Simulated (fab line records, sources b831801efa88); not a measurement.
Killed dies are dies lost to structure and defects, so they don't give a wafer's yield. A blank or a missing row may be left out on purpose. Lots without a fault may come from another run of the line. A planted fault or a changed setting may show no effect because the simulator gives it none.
Which tool did it? | flow sky130 | 24 lots, 72 wafers sampled, at 6 steps of a route of 708

WHAT THE GAUGES READ, wafer by wafer
SKY_NWELL_THK_MEAS_02. Usual: NWELL_OXIDATION_THK 10.03 nm, standard deviation 0.18.
lot  | measured    | on            | NWELL_OXIDATION_THK (nm) | flag
L074 | day 2 13:41 | film_metro-01 | 9.62 9.73 9.58           |
L075 | day 2 17:21 | film_metro-01 | 9.97 9.88 10.11          |
L076 | day 2 21:28 | film_metro-01 | 9.89 9.87 9.82           |
L077 | day 3 01:39 | film_metro-03 | 9.86 9.85 9.89           |
L078 | day 3 11:31 | film_metro-02 | 10.08 10.13 10.04        |
L079 | day 3 17:25 | film_metro-01 | 9.99 10.00 10.04         |
L080 | day 3 21:37 | film_metro-03 | 10.10 10.09 10.06        |
L081 | day 4 02:22 | film_metro-02 | 9.72 9.74 9.79           |
L082 | day 4 06:03 | film_metro-03 | 10.15 10.28 10.26        |
L083 | day 4 10:29 | film_metro-03 | 10.08 10.09 10.19        |
L084 | day 4 15:15 | film_metro-01 | 10.18 10.27 10.18        |
L085 | day 4 21:02 | film_metro-02 | 10.14 10.17 10.29        |
L086 | day 5 01:30 | film_metro-01 | 9.88 9.92 9.93           |
L087 | day 5 08:19 | film_metro-01 | 10.12 10.33 10.35        |
L088 | day 5 12:44 | film_metro-01 | 10.12 10.14 10.04        |
L089 | day 5 17:39 | film_metro-01 | 9.80 9.84 9.84           |
L090 | day 5 22:49 | film_metro-03 | 10.04 9.97 9.85          |
L091 | day 6 02:29 | film_metro-01 | 10.04 10.01 9.70         |
L092 | day 6 11:05 | film_metro-03 | 10.20 10.14 10.01        |
L093 | day 6 14:01 | film_metro-03 | 10.03 10.12 10.02        |
L094 | day 6 19:24 | film_metro-02 | 10.15 10.26 10.09        |
L095 | day 7 05:51 | film_metro-02 | 10.06 10.16 10.28        |
L097 | day 7 12:22 | film_metro-01 | 10.23 10.11 10.02        |
L096 | day 7 12:22 | film_metro-02 | 9.98 10.05 10.06         |

SKY_VIA1_RS_MEAS_22: measures by four-point-probe. Usual: VIA1_W_RS 0.427 ohm/sq, standard deviation 0.0039.
lot  | measured     | on            | VIA1_W_RS (ohm/sq) | flag
L074 | day 34 08:26 | film_metro-03 | 0.425 0.425 0.427  |
L075 | day 34 09:17 | film_metro-02 | 0.422 0.421 0.424  |
L076 | day 34 18:27 | film_metro-02 | 0.428 0.426 0.428  |
L077 | day 34 19:31 | film_metro-02 | 0.428 0.431 0.430  |
L078 | day 35 14:08 | film_metro-02 | 0.432 0.430 0.433  |
L079 | day 35 15:10 | film_metro-03 | 0.438 0.437 0.434  |
L080 | day 36 06:13 | film_metro-04 | 0.434 0.431 0.434  |
L081 | day 36 03:57 | film_metro-03 | 0.427 0.429 0.428  |
L082 | day 36 16:02 | film_metro-02 | 0.428 0.425 0.425  |
L083 | day 36 17:42 | film_metro-03 | 0.422 0.426 0.430  |
L084 | day 36 19:33 | film_metro-03 | 0.425 0.427 0.429  |
L085 | day 38 06:43 | film_metro-02 | 0.425 0.431 0.427  |
L086 | day 38 08:22 | film_metro-04 | 0.433 0.428 0.428  |
L087 | day 38 04:28 | film_metro-03 | 0.424 0.424 0.420  |
L088 | day 38 02:22 | film_metro-03 | 0.429 0.422 0.422  |
L089 | day 38 20:59 | film_metro-04 | 0.431 0.423 0.427  |
L090 | day 39 01:47 | film_metro-02 | 0.425 0.429 0.426  |
L091 | day 39 12:52 | film_metro-02 | 0.425 0.419 0.422  |
L092 | day 39 18:34 | film_metro-03 | 0.425 0.424 0.426  |
L093 | day 39 17:22 | film_metro-04 | 0.424 0.427 0.427  |
L094 | day 39 23:24 | film_metro-02 | 0.425 0.428 0.432  |
L095 | day 40 12:37 | film_metro-04 | 0.425 0.425 0.432  |
L097 | day 40 23:18 | film_metro-04 | 0.426 0.427 0.429  |
L096 | day 40 21:33 | film_metro-02 | 0.426 0.420 0.426  |

SKY_VIA3_BOW_MEAS_03. Usual: VIA3_BOW 80 um, standard deviation 7.6.
lot  | measured     | on            | VIA3_BOW (um) | flag
L074 | day 38 22:46 | film_metro-02 | 66 79 76      |
L075 | day 38 22:49 | film_metro-03 | 79 87 84      |
L076 | day 39 08:40 | film_metro-02 | 81 81 89      |
L077 | day 39 08:55 | film_metro-04 | 75 76 82      |
L078 | day 40 02:16 | film_metro-04 | 86 74 77      |
L079 | day 40 03:46 | film_metro-04 | 96 65 88      |
L080 | day 40 17:17 | film_metro-03 | 62 83 83      |
L081 | day 40 15:41 | film_metro-03 | 82 79 82      |
L082 | day 41 01:17 | film_metro-04 | 96 93 78      |
L083 | day 41 02:23 | film_metro-04 | 84 86 94      |
L084 | day 41 05:41 | film_metro-02 | 81 76 80      |
L085 | day 42 13:43 | film_metro-02 | 74 74 73      |
L086 | day 42 14:47 | film_metro-04 | 93 73 74      |
L087 | day 42 12:58 | film_metro-04 | 72 78 75      |
L088 | day 42 09:38 | film_metro-03 | 89 72 73      |
L089 | day 43 03:26 | film_metro-03 | 73 77 73      |
L090 | day 43 08:17 | film_metro-03 | 80 82 73      |
L091 | day 43 17:35 | film_metro-02 | 85 72 84      |
L092 | day 43 23:02 | film_metro-04 | 86 92 73      |
L093 | day 43 23:19 | film_metro-02 | 74 76 64      |
L094 | day 44 01:58 | film_metro-02 | 68 79 86      |
L095 | day 44 15:26 | film_metro-04 | 79 91 81      |
L097 | day 45 01:47 | film_metro-02 | 76 88 84      |
L096 | day 44 23:36 | film_metro-04 | 81 79 82      |

WHICH TOOL RAN EACH LOT (tool, then ch and the chambers of the sampled wafers, then the start)
lot  | SKY_NWELL_STRIP_14                   | SKY_LOCAL_INTERCONNECT_ETCH_13    | SKY_VIA2_STRIP_16
L074 | plasma_asher-03 ch 0,1, day 4 14:53  | rie_metal-04 ch 0,1, day 30 17:38 | plasma_asher-03 ch 0,1, day 36 15:55
L075 | plasma_asher-03 ch 0,1, day 4 18:22  | rie_metal-03 ch 0,1, day 30 19:05 | plasma_asher-04 ch 0,1, day 36 16:14
L076 | plasma_asher-03 ch 0,1, day 5 00:27  | rie_metal-02 ch 0, day 31 04:59   | plasma_asher-04 ch 0,1, day 37 01:08
L077 | plasma_asher-03 ch 0,1, day 5 04:12  | rie_metal-04 ch 0,1, day 31 06:58 | plasma_asher-04 ch 0,1, day 37 02:23
L078 | plasma_asher-02 ch 0,1, day 5 15:12  | rie_metal-02 ch 0,1, day 32 00:14 | plasma_asher-01 ch 0,1, day 37 20:41
L079 | plasma_asher-02 ch 0,1, day 5 21:33  | rie_metal-03 ch 0,1, day 32 02:13 | plasma_asher-01 ch 0,1, day 37 21:47
L080 | plasma_asher-03 ch 0,1, day 6 02:49  | rie_metal-04 ch 0,1, day 32 16:14 | plasma_asher-03 ch 0,1, day 38 11:11
L081 | plasma_asher-03 ch 0,1, day 6 07:24  | rie_metal-03 ch 0,1, day 32 15:35 | plasma_asher-04 ch 0,1, day 38 09:25
L082 | plasma_asher-02 ch 0,1, day 6 11:30  | rie_metal-04 ch 0,1, day 33 03:38 | plasma_asher-04 ch 0,1, day 38 20:36
L083 | plasma_asher-02 ch 0,1, day 6 18:17  | rie_metal-02 ch 0,1, day 33 05:35 | plasma_asher-01 ch 0,1, day 38 22:10
L084 | plasma_asher-03 ch 0,1, day 6 23:58  | rie_metal-03 ch 0,1, day 33 06:53 | plasma_asher-03 ch 0,1, day 39 00:22
L085 | plasma_asher-03 ch 0,1, day 7 05:42  | rie_metal-02 ch 0,1, day 34 19:46 | plasma_asher-04 ch 0,1, day 40 11:19
L086 | plasma_asher-02 ch 0,1, day 7 11:17  | rie_metal-04 ch 0,1, day 34 21:35 | plasma_asher-01 ch 0,1, day 40 11:40
L087 | plasma_asher-04 ch 0,1, day 7 16:58  | rie_metal-04 ch 0,1, day 34 17:23 | plasma_asher-03 ch 0,1, day 40 09:23
L088 | plasma_asher-03 ch 0,1, day 7 22:51  | rie_metal-04 ch 0,1, day 34 15:10 | plasma_asher-01 ch 0,1, day 40 06:34
L089 | plasma_asher-02 ch 0,1, day 8 05:03  | rie_metal-03 ch 0,1, day 35 10:22 | plasma_asher-01 ch 0,1, day 40 23:43
L090 | plasma_asher-02 ch 0,1, day 8 09:58  | rie_metal-02 ch 0,1, day 35 15:49 | plasma_asher-01 ch 1, day 41 05:11
L091 | plasma_asher-03 ch 0,1, day 8 14:57  | rie_metal-02 ch 0,1, day 36 02:26 | plasma_asher-01 ch 0,1, day 41 15:23
L092 | plasma_asher-03 ch 0,1, day 8 23:48  | rie_metal-04 ch 0,1, day 36 07:58 | plasma_asher-01 ch 0,1, day 41 20:07
L093 | plasma_asher-03 ch 0,1, day 9 03:00  | rie_metal-02 ch 0,1, day 36 07:38 | plasma_asher-01 ch 0,1, day 41 19:47
L094 | plasma_asher-03 ch 0,1, day 9 08:13  | rie_metal-03 ch 0,1, day 36 14:59 | plasma_asher-01 ch 0,1, day 42 01:22
L095 | plasma_asher-02 ch 0,1, day 9 19:03  | rie_metal-02 ch 0,1, day 37 03:49 | plasma_asher-04 ch 0,1, day 42 14:40
L097 | plasma_asher-03 ch 0,1, day 10 03:27 | rie_metal-04 ch 0,1, day 37 14:11 | plasma_asher-01 ch 0,1, day 43 00:34
L096 | plasma_asher-02 ch 0,1, day 10 03:36 | rie_metal-04 ch 0,1, day 37 12:24 | plasma_asher-04 ch 0,1, day 42 22:24
- SKY_NWELL_STRIP_14: strips in O2/N2.
- SKY_LOCAL_INTERCONNECT_ETCH_13: etches BARC in N2/H2, stops on SiO2, time 45.9 s, target depth 60 nm.
- SKY_VIA2_STRIP_16: strips in O2/N2.

WHAT THE TOOLS THEMSELVES READ (means of the sampled wafers that have a number; where no wafer has one, the mark that the record gives instead)
SKY_NWELL_STRIP_14. Usual: drypump_motor_current_A 5.5 A, standard deviation 0.41; o2_flow_sccm 2998 sccm, standard deviation 9.1; oes_product_au 0.722 a.u., standard deviation 0.0047; strip_time_to_endpoint_s 36.94 s, standard deviation 0.12.
lot  | tool            | drypump_motor_current_A (A) | o2_flow_sccm (sccm) | oes_product_au (a.u.) | strip_time_to_endpoint_s (s) | flag
L074 | plasma_asher-03 | 5.8                         | 3000                | 0.726                 | 36.79                        |
L075 | plasma_asher-03 | 5.6                         | 3000                | 0.723                 | 36.93                        |
L076 | plasma_asher-03 | 5.6                         | 2993                | 0.723                 | 36.95                        |
L077 | plasma_asher-03 | 5.6                         | 3003                | 0.724                 | 36.84                        |
L078 | plasma_asher-02 | 5.4                         | 2999                | 0.722                 | 36.97                        |
L079 | plasma_asher-02 | 5.4                         | 3000                | 0.718                 | 36.84                        |
L080 | plasma_asher-03 | 5.6                         | 3003                | 0.724                 | 37.08                        |
L081 | plasma_asher-03 | 5.6                         | 2989                | 0.719                 | 37.01                        |
L082 | plasma_asher-02 | 5.2                         | 2999                | 0.719                 | 37.16                        |
L083 | plasma_asher-02 | 5.5                         | 3003                | 0.727                 | 37.09                        |
L084 | plasma_asher-03 | 5.6                         | 3006                | 0.725                 | 36.71                        |
L085 | plasma_asher-03 | 5.8                         | 2987                | 0.720                 | 36.90                        |
L086 | plasma_asher-02 | 5.2                         | 3007                | 0.726                 | 37.10                        |
L087 | plasma_asher-04 | 5.3                         | 3014                | 0.721                 | 36.90                        |
L088 | plasma_asher-03 | 5.6                         | 3003                | 0.723                 | 36.96                        |
L089 | plasma_asher-02 | 5.2                         | 3001                | 0.726                 | 37.06                        |
L090 | plasma_asher-02 | 5.4                         | 3004                | 0.723                 | 36.94                        |
L091 | plasma_asher-03 | 5.6                         | 3000                | 0.726                 | 36.92                        |
L092 | plasma_asher-03 | 5.8                         | 2991                | 0.719                 | 37.08                        |
L093 | plasma_asher-03 | 5.6                         | 3002                | 0.722                 | 36.87                        |
L094 | plasma_asher-03 | 5.6                         | 2996                | 0.719                 | 36.87                        |
L095 | plasma_asher-02 | 5.4                         | 2996                | 0.717                 | 36.90                        |
L097 | plasma_asher-03 | 5.8                         | 2988                | 0.718                 | 36.72                        |
L096 | plasma_asher-02 | 5.2                         | 3001                | 0.723                 | 36.88                        |

SKY_LOCAL_INTERCONNECT_ETCH_13. Usual: drypump_motor_current_A 5.7 A, standard deviation 0.33; oes_product_au 0.854 a.u., standard deviation 0.005; throttle_valve_pct 13.226 %, standard deviation 0.0081.
lot  | tool         | drypump_motor_current_A (A) | oes_product_au (a.u.) | throttle_valve_pct (%) | flag
L074 | rie_metal-04 | 5.6                         | 0.853                 | 13.223                 |
L075 | rie_metal-03 | 5.5                         | 0.852                 | 13.227                 |
L076 | rie_metal-02 | 6.2                         | 0.857                 | 13.233                 |
L077 | rie_metal-04 | 5.4                         | 0.855                 | 13.224                 |
L078 | rie_metal-02 | 6.1                         | 0.857                 | 13.225                 |
L079 | rie_metal-03 | 5.5                         | 0.852                 | 13.217                 |
L080 | rie_metal-04 | 5.5                         | 0.853                 | 13.227                 |
L081 | rie_metal-03 | 5.5                         | 0.860                 | 13.233                 |
L082 | rie_metal-04 | 5.5                         | 0.853                 | 13.226                 |
L083 | rie_metal-02 | 6.1                         | 0.859                 | 13.224                 |
L084 | rie_metal-03 | 5.5                         | 0.851                 | 13.221                 |
L085 | rie_metal-02 | 6.1                         | 0.858                 | 13.229                 |
L086 | rie_metal-04 | 5.6                         | 0.855                 | 13.231                 |
L087 | rie_metal-04 | 5.6                         | 0.853                 | 13.226                 |
L088 | rie_metal-04 | 5.5                         | 0.855                 | 13.221                 |
L089 | rie_metal-03 | 5.5                         | 0.847                 | 13.227                 |
L090 | rie_metal-02 | 6.2                         | 0.857                 | 13.232                 |
L091 | rie_metal-02 | 6.2                         | 0.859                 | 13.226                 |
L092 | rie_metal-04 | 5.4                         | 0.858                 | 13.231                 |
L093 | rie_metal-02 | 6.2                         | 0.856                 | 13.228                 |
L094 | rie_metal-03 | 5.5                         | 0.850                 | 13.226                 |
L095 | rie_metal-02 | 6.2                         | 0.853                 | 13.227                 |
L097 | rie_metal-04 | 5.5                         | 0.854                 | 13.228                 |
L096 | rie_metal-04 | 5.5                         | 0.855                 | 13.226                 |

SKY_VIA2_STRIP_16. Usual: drypump_motor_current_A 5.22 A, standard deviation 0.29; o2_flow_sccm 2999 sccm, standard deviation 9.8; oes_product_au 0.399 a.u., standard deviation 0.0043; strip_time_to_endpoint_s 4.050 s, standard deviation 0.026.
lot  | tool            | drypump_motor_current_A (A) | o2_flow_sccm (sccm) | oes_product_au (a.u.) | strip_time_to_endpoint_s (s) | flag
L074 | plasma_asher-03 | 5.82                        | 2997                | 0.404                 | 4.062                        |
L075 | plasma_asher-04 | 5.21                        | 2998                | 0.400                 | 4.065                        |
L076 | plasma_asher-04 | 5.19                        | 2991                | 0.396                 | 4.053                        |
L077 | plasma_asher-04 | 5.22                        | 2998                | 0.397                 | 4.034                        |
L078 | plasma_asher-01 | 5.04                        | 3013                | 0.397                 | 4.063                        |
L079 | plasma_asher-01 | 5.07                        | 2994                | 0.403                 | 4.063                        |
L080 | plasma_asher-03 | 5.83                        | 3003                | 0.402                 | 4.048                        |
L081 | plasma_asher-04 | 5.18                        | 2997                | 0.395                 | 4.069                        |
L082 | plasma_asher-04 | 5.30                        | 3006                | 0.401                 | 4.068                        |
L083 | plasma_asher-01 | 5.05                        | 2995                | 0.397                 | 4.013                        |
L084 | plasma_asher-03 | 5.59                        | 2994                | 0.398                 | 4.005                        |
L085 | plasma_asher-04 | 5.20                        | 2995                | 0.399                 | 4.021                        |
L086 | plasma_asher-01 | 5.07                        | 2996                | 0.396                 | 4.047                        |
L087 | plasma_asher-03 | 5.57                        | 2991                | 0.400                 | 4.035                        |
L088 | plasma_asher-01 | 5.06                        | 2994                | 0.403                 | 4.033                        |
L089 | plasma_asher-01 | 5.06                        | 3010                | 0.402                 | 4.056                        |
L090 | plasma_asher-01 | 5.03                        | 2991                | 0.395                 | 4.033                        |
L091 | plasma_asher-01 | 5.06                        | 2992                | 0.399                 | 4.033                        |
L092 | plasma_asher-01 | 5.05                        | 2996                | 0.396                 | 4.037                        |
L093 | plasma_asher-01 | 5.05                        | 3002                | 0.400                 | 4.061                        |
L094 | plasma_asher-01 | 5.05                        | 3013                | 0.396                 | 4.094                        |
L095 | plasma_asher-04 | 5.28                        | 2992                | 0.398                 | 4.034                        |
L097 | plasma_asher-01 | 5.04                        | 3001                | 0.399                 | 4.081                        |
L096 | plasma_asher-04 | 5.20                        | 2999                | 0.398                 | 4.021                        |

THE ANSWER, worked out from the rows above alone
Rule: a lot is off if the mean of its wafers that have a number lies more than 3 standard deviations from the usual mean. A lot without any number at a reading at which 4 lots or more have one is off too. The other lots that the step has rows for count as sound. The gauges are gone through in route order, then the tools' own readings, and for those a lot's mean is taken as printed above. The first step at which some lot is off is used, and at that step the reading that is off furthest; a lot without a number counts as furthest.
No lot is off at any reading shown: from this, nothing can be told.

WHAT THE SIMULATOR HAD PUT IN
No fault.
